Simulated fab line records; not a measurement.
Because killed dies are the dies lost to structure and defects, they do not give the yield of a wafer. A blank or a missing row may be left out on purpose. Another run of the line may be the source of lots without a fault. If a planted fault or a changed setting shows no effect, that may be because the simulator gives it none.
The tool behind it: which one? + flow gf180mcu + Sampling: 12 lots, 36 wafers, 3 of 602 route steps

== WHAT EACH GAUGE READ, for each wafer ==
GF_V5_CD_MEAS_14: the cd target is 260 nm. Usual: cdNm at 260.0 nm, with a standard deviation of 1.2.
| lot  | measured     | on       | cdNm (nm)         | flag |
|------|--------------|----------|-------------------|------|
| L602 | day 27 06:37 | cdSem-01 | 261.0 261.4 260.9 |      |
| L604 | day 28 01:27 | cdSem-02 | 259.2 259.0 259.6 |      |
| L607 | day 28 19:13 | cdSem-01 | 260.8 261.3 260.7 |      |
| L606 | day 28 23:59 | cdSem-01 | 261.0 259.8 258.9 |      |
| L608 | day 29 08:16 | cdSem-02 | 259.1 259.8 260.4 |      |
| L610 | day 29 16:27 | cdSem-02 | 260.1 259.3 259.6 |      |
| L614 | day 30 19:06 | cdSem-01 | 259.9 259.0 259.2 |      |
| L615 | day 31 04:17 | cdSem-01 | 258.8 258.2 259.4 |      |
| L617 | day 31 14:58 | cdSem-02 | 259.6 260.1 261.0 |      |
| L618 | day 31 21:52 | cdSem-01 | 259.3 258.7 259.4 |      |
| L622 | day 32 22:49 | cdSem-02 | 259.4 260.3 259.8 |      |
| L623 | day 33 03:52 | cdSem-01 | 258.1 257.8 257.3 |      |

== WHAT TOOL EACH LOT RAN ON (gives the tool, then ch and the chambers of the sampled wafers, and finally the start) ==
| lot  | GF_V4_CVD_02                    | GF_M5_METAL_ETCH_10              |
|------|---------------------------------|----------------------------------|
| L602 | pecvd-02 ch 0,1, day 23 11:48   | rieMetal-04 ch 0,1, day 26 09:14 |
| L604 | pecvd-03 ch 0,2, day 24 10:24   | rieMetal-01 ch 0,1, day 27 04:28 |
| L607 | pecvd-04 ch 0,1, day 25 05:55   | rieMetal-01 ch 0,1, day 27 22:07 |
| L606 | pecvd-02 ch 0,1,2, day 25 08:42 | rieMetal-01 ch 0,1, day 28 03:13 |
| L608 | pecvd-03 ch 0,1, day 25 19:19   | rieMetal-01 ch 0,1, day 28 11:31 |
| L610 | pecvd-03 ch 0,1,2, day 26 03:52 | rieMetal-04 ch 0,1, day 28 19:45 |
| L614 | pecvd-02 ch 0,1, day 27 11:20   | rieMetal-04 ch 0,1, day 29 23:48 |
| L615 | pecvd-02 ch 1,2, day 27 21:14   | rieMetal-04 ch 0,1, day 30 08:57 |
| L617 | pecvd-02 ch 0,2, day 28 09:00   | rieMetal-02 ch 0,1, day 30 20:21 |
| L618 | pecvd-03 ch 0,2, day 28 16:00   | rieMetal-02 ch 0,1, day 31 03:09 |
| L622 | pecvd-02 ch 0,1,2, day 29 20:40 | rieMetal-04 ch 0,1, day 32 04:51 |
| L623 | pecvd-02 ch 0,2, day 30 03:05   | rieMetal-01 ch 0,1, day 32 10:28 |
- GF_V4_CVD_02: deposits SiO2 from TEOS, target thk 850 nm, time 94.851 s.
- GF_M5_METAL_ETCH_10: etches the open film in Cl2/BCl3, stops on SiO2, target depth 750.8 nm, time 125.1 s.

== WHAT THE TOOLS THEMSELVES READ (means of the sampled wafers that have a number; where no wafer has one, the mark that the record gives instead) ==
GF_V4_CVD_02. Usual: heaterPowerW at 664 W, with a standard deviation of 130.
| lot  | tool     | heaterPowerW (W) | flag |
|------|----------|------------------|------|
| L602 | pecvd-02 | 731              |      |
| L604 | pecvd-03 | 752              |      |
| L607 | pecvd-04 | 653              |      |
| L606 | pecvd-02 | 709              |      |
| L608 | pecvd-03 | 550              |      |
| L610 | pecvd-03 | 663              |      |
| L614 | pecvd-02 | 755              |      |
| L615 | pecvd-02 | 670              |      |
| L617 | pecvd-02 | 728              |      |
| L618 | pecvd-03 | 788              |      |
| L622 | pecvd-02 | 746              |      |
| L623 | pecvd-02 | 674              |      |

GF_M5_METAL_ETCH_10. Usual: chamberPressureMTorr 8.000 mTorr, standard deviation 0.0072; drypumpMotorCurrentA 5.32 A, standard deviation 0.2; oesProductAu 0.989 a.u., standard deviation 0.0058; throttleValvePct 28.231 %, standard deviation 0.011.
| lot  | tool        | chamberPressureMTorr (mTorr) | drypumpMotorCurrentA (A) | oesProductAu (a.u.) | throttleValvePct (%) | flag |
|------|-------------|------------------------------|--------------------------|---------------------|----------------------|------|
| L602 | rieMetal-04 | 8.002                        | 5.03                     | 0.986               | 28.229               |      |
| L604 | rieMetal-01 | 8.000                        | 5.40                     | 0.985               | 28.237               |      |
| L607 | rieMetal-01 | 8.000                        | 5.39                     | 0.985               | 28.228               |      |
| L606 | rieMetal-01 | 8.003                        | 5.40                     | 0.990               | 28.237               |      |
| L608 | rieMetal-01 | 7.994                        | 5.40                     | 0.986               | 28.228               |      |
| L610 | rieMetal-04 | 7.992                        | 5.02                     | 0.984               | 28.228               |      |
| L614 | rieMetal-04 | 7.995                        | 5.00                     | 0.990               | 28.227               |      |
| L615 | rieMetal-04 | 7.999                        | 5.12                     | 0.992               | 28.229               |      |
| L617 | rieMetal-02 | 7.993                        | 5.47                     | 0.996               | 28.228               |      |
| L618 | rieMetal-02 | 8.005                        | 5.48                     | 0.988               | 28.220               |      |
| L622 | rieMetal-04 | 7.999                        | 5.02                     | 0.988               | 28.231               |      |
| L623 | rieMetal-01 | 8.001                        | 5.48                     | 0.985               | 28.235               |      |

== THE ANSWER, worked out from the rows above alone ==
Rule: a lot is off if the mean of its wafers that have a number lies more than 3 standard deviations from the usual mean. Also off: a lot with no number at a reading for which 4 or more lots have one. All remaining lots with rows at the step are treated as sound. Order of review: gauges by route order, followed by the tools' own readings, for which a lot's mean as printed above is used. The first step at which some lot is off is used, and at that step the reading that is off furthest; a lot without a number counts as furthest.
None of the lots is off at any reading shown; this tells nothing.

== WHAT THE SIMULATOR PUT IN ==
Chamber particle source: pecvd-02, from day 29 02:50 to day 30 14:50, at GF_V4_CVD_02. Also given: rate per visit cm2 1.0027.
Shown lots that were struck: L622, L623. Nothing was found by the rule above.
